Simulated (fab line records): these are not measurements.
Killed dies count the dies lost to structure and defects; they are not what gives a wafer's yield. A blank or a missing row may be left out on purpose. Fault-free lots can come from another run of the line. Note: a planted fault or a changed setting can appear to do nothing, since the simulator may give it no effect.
fab line records ; flow sky130
record: lots: 6; wafers: 18; last_day: 50
route steps=708 shown VIA2@522 METAL3@532
lots that met no fault: taken from a fault-free run of the same line
start_h: hours from the record's first day to the start of the lot's first wafer shown ; wait_h: hours from the lot's prior step to this one ; " unchanged from the row above ; L1.1+2: one row covering several wafers at once ; - value missing, or start not given ; * or withheld: withheld ; < > ~ a bound
route shown NAME@n: names a module that has steps shown in the file, with the first one's number in the route ; usual: average and standard deviation across the fault-free wafers ; same: alike in all rows ; chamber/n: place in a boat ; sites: each site's reading ; _std_site: how widely they spread, as a standard deviation ; _edge_site: mean of outer sites minus mean of inner sites ; radius_mm: for every site, how far away it sits from the centre of the wafer ; mask NAME#n: copy n ; behind: the last tool/chamber to shape the wafer ; hold: reason for holding the lot/hours on hold/outcome of the hold ; device: which transistor (n, p or np) failed to switch ; end of line: the tests these same wafers got at the end of their route ; where a step has no rows: the recipe by itself ; killed: at the first sort, the dies lost to defects and structure; wafer yield is something else ; map: a wafer's dies, x killed, . not, _ none there
set.NAME: the setting as run; set.NAME@STEP: as run at that earlier step ; model.NAME: the simulator's own value behind a step, which no gauge read
certain route steps with their lots: each step a table, each wafer a row
services: a tool's chamber out of use, with start hour (start_h, from the record's first day; less than 0 if before it), hours out, and reason
== steps ==
step: SKY_VIA2_ETCH_15
recipe: target: SiO2; chemistry: C4F8/O2/Ar; target_depth_nm: 546; stop_on: TiN; mask_material: KrF-thick; source_w: 1500; bias_w: 1200; pressure_mtorr: 40; c4f8_flow_sccm: withheld; O2_flow_sccm: 6; Ar_flow_sccm: 300; time_s: 84
usual: oes_product_au: 0.940/0.0045
lot.wafer;tool;chamber;start_h;wait_h;oes_product_au;rf_hours_counter_h
L739.2;rie_diel-03;2;915.99;0.0;0.939;10
L739.3;rie_diel-03;3;915.99;0.0;0.947;16
L739.5;rie_diel-03;3;915.99;0.0;0.932;-
L748.1;rie_diel-02;3;984.34;0.0;0.941;6
L748.3;rie_diel-02;1;984.34;0.0;0.940;20
L748.5;rie_diel-02;3;984.34;0.0;0.946;-
L749.2;rie_diel-01;3;985.33;0.0;0.938;16
L749.3;rie_diel-01;2;985.33;0.0;0.940;8
L749.6;rie_diel-01;2;985.33;0.0;0.937;-
L750.1;rie_diel-03;3;987.13;0.0;0.939;18
L750.2;rie_diel-03;1;987.13;0.0;0.938;18
L750.5;rie_diel-03;2;987.13;0.0;0.944;-
L751.2;rie_diel-01;0;988.64;0.0;0.945;7
L751.5;rie_diel-01;1;988.64;0.0;0.933;-
L751.6;rie_diel-01;2;988.64;0.0;0.942;-
L754.2;rie_diel-03;1;1018.69;0.0;0.947;19
L754.5;rie_diel-03;2;1018.69;0.0;0.940;-
L754.6;rie_diel-03;3;1018.69;0.0;0.943;-
step: SKY_VIA2_STRIP_16
recipe: chemistry: O2/N2; power_w: 1400; pressure_mtorr: 1500; platen_temp_c: withheld; o2_flow_sccm: 3000; n2_flow_sccm: 300; overash_fraction: 0.5
usual: drypump_motor_current_A: 5.6/0.61; oes_product_au: 0.398/0.0047; strip_time_to_endpoint_s: 4.04/0.037
lot.wafer;tool;chamber;start_h;wait_h;drypump_motor_current_A;oes_product_au;rf_hours_counter_h;strip_time_to_endpoint_s
L739.2;plasma_asher-02;1;916.05;0.0;6.1;0.407;48;3.99
L739.3;plasma_asher-02;1;916.05;0.0;6.1;0.402;-;4.04
L739.5;plasma_asher-02;0;916.05;0.0;6.6;0.401;-;4.03
L748.1;plasma_asher-03;0;984.40;0.0;5.6;0.397;87;4.06
L748.3;plasma_asher-03;0;984.40;0.0;5.6;0.393;-;4.01
L748.5;plasma_asher-03;1;984.40;0.0;5.5;0.395;-;4.06
L749.2;plasma_asher-03;1;985.39;0.0;5.5;0.400;87;4.05
L749.3;plasma_asher-03;1;985.39;0.0;5.5;0.400;-;4.06
L749.6;plasma_asher-03;0;985.39;0.0;5.6;0.398;-;4.05
L750.1;plasma_asher-02;0;987.19;0.0;6.6;0.400;55;4.01
L750.2;plasma_asher-02;1;987.19;0.0;6.1;0.398;55;4.04
L750.5;plasma_asher-02;1;987.19;0.0;6.0;0.393;-;3.94
L751.2;plasma_asher-02;1;988.71;0.0;6.1;0.400;55;4.05
L751.5;plasma_asher-02;1;988.71;0.0;6.0;0.400;-;4.04
L751.6;plasma_asher-02;0;988.71;0.0;6.6;0.405;-;4.07
L754.2;plasma_asher-04;0;1018.75;0.0;4.7;0.399;121;4.04
L754.5;plasma_asher-04;1;1018.75;0.0;5.4;0.396;-;3.98
L754.6;plasma_asher-04;0;1018.75;0.0;4.7;0.396;-;4.01
step: SKY_VIA2_STRIP_17
recipe: chemistry: post_etch_residue_remover; time_s: 1200; temp_c: 72.5
step: SKY_VIA2_CLEAN_18
recipe: chemistry: IPA; time_s: 180; temp_c: 25
step: SKY_VIA2_CLEAN_19
recipe: chemistry: O3/DIW; dry: n2_spin
step: SKY_VIA2_SPUTTER_20
recipe: material: TiN; target_thk_nm: 20; chamber_pressure_pa: 5; power_w: 4000; time_s: 80
usual: cathode_dc_power_W: 3999.9/0.81; chamber_pressure_pa: 4.998/0.011; throttle_valve_pct: 29.8/0.9
lot.wafer;tool;chamber;start_h;wait_h;cathode_dc_power_W;chamber_pressure_pa;throttle_valve_pct
L739.2;pvd_sputter-01;-;916.69;0.0;4000.3;5.007;28.5
L739.3;pvd_sputter-01;-;916.69;0.0;3999.2;5.000;28.3
L739.5;pvd_sputter-01;-;916.69;0.0;4000.0;4.991;28.7
L748.1;pvd_sputter-04;-;985.04;0.0;4000.5;4.978;31.0
L748.3;pvd_sputter-04;-;985.04;0.0;4000.0;5.002;30.6
L748.5;pvd_sputter-04;-;985.04;0.0;4000.3;4.972;29.4
L749.2;pvd_sputter-01;-;986.03;0.0;4000.1;4.983;30.7
L749.3;pvd_sputter-01;-;986.03;0.0;3999.6;4.999;28.7
L749.6;pvd_sputter-01;-;986.03;0.0;4000.5;5.005;28.5
L750.1;pvd_sputter-03;-;987.87;0.0;4000.9;5.004;29.6
L750.2;pvd_sputter-03;-;987.87;0.0;3999.9;4.949;29.8
L750.5;pvd_sputter-03;-;987.87;0.0;4000.8;4.999;30.9
L751.2;pvd_sputter-03;-;989.35;0.0;4000.5;4.985;31.1
L751.5;pvd_sputter-03;-;989.35;0.0;3998.4;4.999;30.4
L751.6;pvd_sputter-03;-;989.35;0.0;3998.9;5.008;29.5
L754.2;pvd_sputter-04;-;1019.34;0.0;4001.2;5.026;29.5
L754.5;pvd_sputter-04;-;1019.34;0.0;4000.0;5.033;28.9
L754.6;pvd_sputter-04;-;1019.34;0.0;3999.6;4.997;30.8
step: SKY_VIA2_CVD_21
recipe: material: W; target_thk_nm: 420; time_s: 126.4; temp_c: 400; pressure_torr: 40
step: SKY_VIA2_RS_MEAS_22
recipe: thk_meas_gauge: four-point-probe; reads: W_of_VIA2_CVD_21+TiN_of_VIA2_SPUTTER_20
usual: VIA2_W_RS: 0.2743/0.003
lot.wafer;tool;chamber;start_h;wait_h;VIA2_W_RS[ohm/sq]
L739.2;film_metro-01;-;916.90;0.1;0.2711
L739.3;film_metro-01;-;916.90;0.1;0.2737
L739.5;film_metro-01;-;916.90;0.1;0.2733
L748.1;film_metro-02;-;985.23;0.1;0.2741
L748.3;film_metro-02;-;985.23;0.1;0.2653
L748.5;film_metro-02;-;985.23;0.1;0.2736
L749.2;film_metro-04;-;986.24;0.1;0.2717
L749.3;film_metro-04;-;986.24;0.1;0.2760
L749.6;film_metro-04;-;986.24;0.1;0.2745
L750.1;film_metro-01;-;988.07;0.1;0.2779
L750.2;film_metro-01;-;988.07;0.1;0.2724
L750.5;film_metro-01;-;988.07;0.1;0.2794
L751.2;film_metro-04;-;989.56;0.1;0.2771
L751.5;film_metro-04;-;989.56;0.1;0.2687
L751.6;film_metro-04;-;989.56;0.1;0.2688
L754.2;film_metro-04;-;1019.56;0.1;0.2721
L754.5;film_metro-04;-;1019.56;0.1;0.2742
L754.6;film_metro-04;-;1019.56;0.1;0.2742
step: SKY_VIA2_THK_MEAS_23
recipe: thk_meas_gauge: xrf; reads: W_of_VIA2_CVD_21
usual: VIA2_W_THK: 440/7
lot.wafer;tool;chamber;start_h;wait_h;VIA2_W_THK[nm]
L739.2;film_metro-01;-;917.01;0.1;446
L739.3;film_metro-01;-;917.01;0.1;438
L739.5;film_metro-01;-;917.01;0.1;437
L748.1;film_metro-02;-;985.35;0.1;441
L748.3;film_metro-02;-;985.35;0.1;453
L748.5;film_metro-02;-;985.35;0.1;440
L749.2;film_metro-04;-;986.35;0.1;446
L749.3;film_metro-04;-;986.35;0.1;441
L749.6;film_metro-04;-;986.35;0.1;443
L750.1;film_metro-01;-;988.19;0.1;433
L750.2;film_metro-01;-;988.19;0.1;439
L750.5;film_metro-01;-;988.19;0.1;429
L751.2;film_metro-04;-;989.67;0.1;437
L751.5;film_metro-04;-;989.67;0.1;452
L751.6;film_metro-04;-;989.67;0.1;454
L754.2;film_metro-04;-;1019.67;0.1;445
L754.5;film_metro-04;-;1019.67;0.1;439
L754.6;film_metro-04;-;1019.67;0.1;438
step: SKY_VIA2_CMP_24
recipe: stop_on: SiO2; t_overpolish_s: 20; down_force_psi: 3.5; platen_rpm: 60; target_thk_nm: 0; pad_velocity_m_s: 0.94248
step: SKY_METAL3_SPUTTER_00
recipe: material: Ti; target_thk_nm: 15; power_w: 3000; time_s: 10; chamber_pressure_pa: 0.4
usual: cathode_dc_power_W: 2999.9/0.54; chamber_pressure_pa: 0.4000/0.00082; throttle_valve_pct: 30.3/0.86
lot.wafer;tool;chamber;start_h;wait_h;cathode_dc_power_W;chamber_pressure_pa;throttle_valve_pct
L739.2;pvd_sputter-04;-;917.36;0.2;3000.4;0.4004;31.1
L739.3;pvd_sputter-04;-;917.36;0.2;3000.0;0.4011;29.2
L739.5;pvd_sputter-04;-;917.36;0.2;2999.3;0.3987;30.7
L748.1;pvd_sputter-02;-;985.71;0.2;2999.6;0.3983;30.2
L748.3;pvd_sputter-02;-;985.71;0.2;2999.7;0.4001;28.7
L748.5;pvd_sputter-02;-;985.71;0.2;2999.4;0.3990;31.2
L749.2;pvd_sputter-03;-;986.70;0.1;2999.6;0.3994;29.6
L749.3;pvd_sputter-03;-;986.70;0.1;3000.6;0.4013;30.0
L749.6;pvd_sputter-03;-;986.70;0.1;2999.9;0.4014;29.6
L750.1;pvd_sputter-04;-;988.55;0.2;3000.6;0.4005;30.8
L750.2;pvd_sputter-04;-;988.55;0.2;2998.9;0.3997;29.4
L750.5;pvd_sputter-04;-;988.55;0.2;2999.6;0.4002;30.7
L751.2;pvd_sputter-04;-;990.02;0.1;2999.7;0.4001;29.2
L751.5;pvd_sputter-04;-;990.02;0.1;3001.5;0.4006;29.4
L751.6;pvd_sputter-04;-;990.02;0.1;2999.8;0.4005;30.9
L754.2;pvd_sputter-03;-;1020.02;0.2;3000.2;0.4004;29.7
L754.5;pvd_sputter-03;-;1020.02;0.2;2999.6;0.3992;29.8
L754.6;pvd_sputter-03;-;1020.02;0.2;3000.6;0.4004;30.5
step: SKY_METAL3_SPUTTER_01
recipe: material: TiN; target_thk_nm: 20; power_w: 6500; time_s: 16.7; chamber_pressure_pa: 0.4
step: SKY_METAL3_SPUTTER_02
recipe: material: AlCu; target_thk_nm: 735; power_w: 10600; time_s: 39.1; chamber_pressure_pa: 0.4
usual: cathode_dc_power_W: 10600/2; chamber_pressure_pa: 0.3999/0.00076; throttle_valve_pct: 30.3/0.87
lot.wafer;tool;chamber;start_h;wait_h;cathode_dc_power_W;chamber_pressure_pa;throttle_valve_pct
L739.2;pvd_sputter-04;-;917.41;0.0;10601;0.3993;31.0
L739.3;pvd_sputter-04;-;917.41;0.0;10598;0.3991;29.2
L739.5;pvd_sputter-04;-;917.41;0.0;10598;0.3997;30.9
L748.1;pvd_sputter-02;-;985.76;0.0;-;-;-
L748.3;pvd_sputter-02;-;985.76;0.0;-;-;-
L748.5;pvd_sputter-02;-;985.76;0.0;-;-;-
L749.2;pvd_sputter-03;-;986.75;0.0;-;-;-
L749.3;pvd_sputter-03;-;986.75;0.0;-;-;-
L749.6;pvd_sputter-03;-;986.75;0.0;-;-;-
L750.1;pvd_sputter-04;-;988.59;0.0;10601;0.3995;30.6
L750.2;pvd_sputter-04;-;988.59;0.0;10598;0.4003;29.5
L750.5;pvd_sputter-04;-;988.59;0.0;10599;0.3992;30.7
L751.2;pvd_sputter-04;-;990.07;0.0;10601;0.3999;29.0
L751.5;pvd_sputter-04;-;990.07;0.0;10605;0.3988;29.3
L751.6;pvd_sputter-04;-;990.07;0.0;10601;0.4001;31.2
L754.2;pvd_sputter-03;-;1020.06;0.0;10603;0.4008;29.8
L754.5;pvd_sputter-03;-;1020.06;0.0;10601;0.4016;29.7
L754.6;pvd_sputter-03;-;1020.06;0.0;10601;0.3996;30.3
step: SKY_METAL3_SPUTTER_03
recipe: material: Ti; target_thk_nm: 5; power_w: 3000; time_s: 3.3; chamber_pressure_pa: 0.4
usual: cathode_dc_power_W: 2999.9/0.55; chamber_pressure_pa: 0.4001/0.00096; throttle_valve_pct: 30.3/0.83
lot.wafer;tool;chamber;start_h;wait_h;cathode_dc_power_W;chamber_pressure_pa;throttle_valve_pct
L739.2;pvd_sputter-04;-;917.45;0.0;2999.8;0.3999;31.2
L739.3;pvd_sputter-04;-;917.45;0.0;2998.8;0.4001;29.3
L739.5;pvd_sputter-04;-;917.45;0.0;2999.8;0.3992;30.8
L748.1;pvd_sputter-02;-;985.80;0.0;2999.2;0.4003;30.4
L748.3;pvd_sputter-02;-;985.80;0.0;2999.8;0.4013;29.1
L748.5;pvd_sputter-02;-;985.80;0.0;3000.4;0.4004;31.0
L749.2;pvd_sputter-03;-;986.78;0.0;2998.9;0.3988;29.8
L749.3;pvd_sputter-03;-;986.78;0.0;2999.6;0.3998;29.9
L749.6;pvd_sputter-03;-;986.78;0.0;2999.9;0.3990;29.8
L750.1;pvd_sputter-04;-;988.63;0.0;3000.3;0.4002;30.5
L750.2;pvd_sputter-04;-;988.63;0.0;3000.0;0.3997;29.1
L750.5;pvd_sputter-04;-;988.63;0.0;3001.2;0.4005;30.7
L751.2;pvd_sputter-04;-;990.11;0.0;2999.9;0.3997;29.5
L751.5;pvd_sputter-04;-;990.11;0.0;3000.8;0.3981;29.2
L751.6;pvd_sputter-04;-;990.11;0.0;3000.4;0.4005;30.9
L754.2;pvd_sputter-03;-;1020.10;0.0;2999.3;0.3998;29.9
L754.5;pvd_sputter-03;-;1020.10;0.0;3000.9;0.4007;29.8
L754.6;pvd_sputter-03;-;1020.10;0.0;2998.8;0.4001;30.7
== services ==
tool;chamber;start_h;hours;kind
pvd_sputter-03;-;914.68;2.8;repair
pvd_sputter-03;-;917.05;0.6;repair
rie_diel-01;2;917.06;14.8;repair
pvd_sputter-04;-;932.89;11.4;repair
plasma_asher-04;-;944.42;2.7;repair
pvd_sputter-04;-;949.14;3.7;repair
pvd_sputter-02;-;952.40;1.0;repair
pvd_sputter-03;-;985.56;0.9;repair
rie_diel-03;-;987.54;0.5;repair
rie_diel-01;3;1003.60;9.6;repair
rie_diel-03;1;1004.63;4.9;repair
plasma_asher-03;-;1009.94;2.8;pm
rie_diel-02;2;1013.54;2.4;repair
== key ==
first_sign: step: SKY_METAL3_SPUTTER_02; reading: tool_record; direction: missing
effect none on later readings
met_at SKY_METAL3_SPUTTER_02
struck_wafers L748.1,L748.3,L748.5,L749.2,L749.3,L749.6
later_rows_left_out L748.1,L748.3,L748.5,L749.2,L749.3,L749.6
sort_left_out L748.1,L748.3,L748.5,L749.2,L749.3,L749.6
fault: kind: skipped_step_whole; tool: pvd_sputter-02,pvd_sputter-03; chamber: -; onset_h: 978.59; steps: SKY_METAL3_SPUTTER_02; scope: struck_lots_only
sort_left_out: the simulated sort isn't trusted on such a fault, so these wafers' sort isn't shown, and their yield isn't known
later_rows_left_out: the simulator's readings of these wafers behind a module that went badly wrong aren't trusted and aren't shown, but for the sort
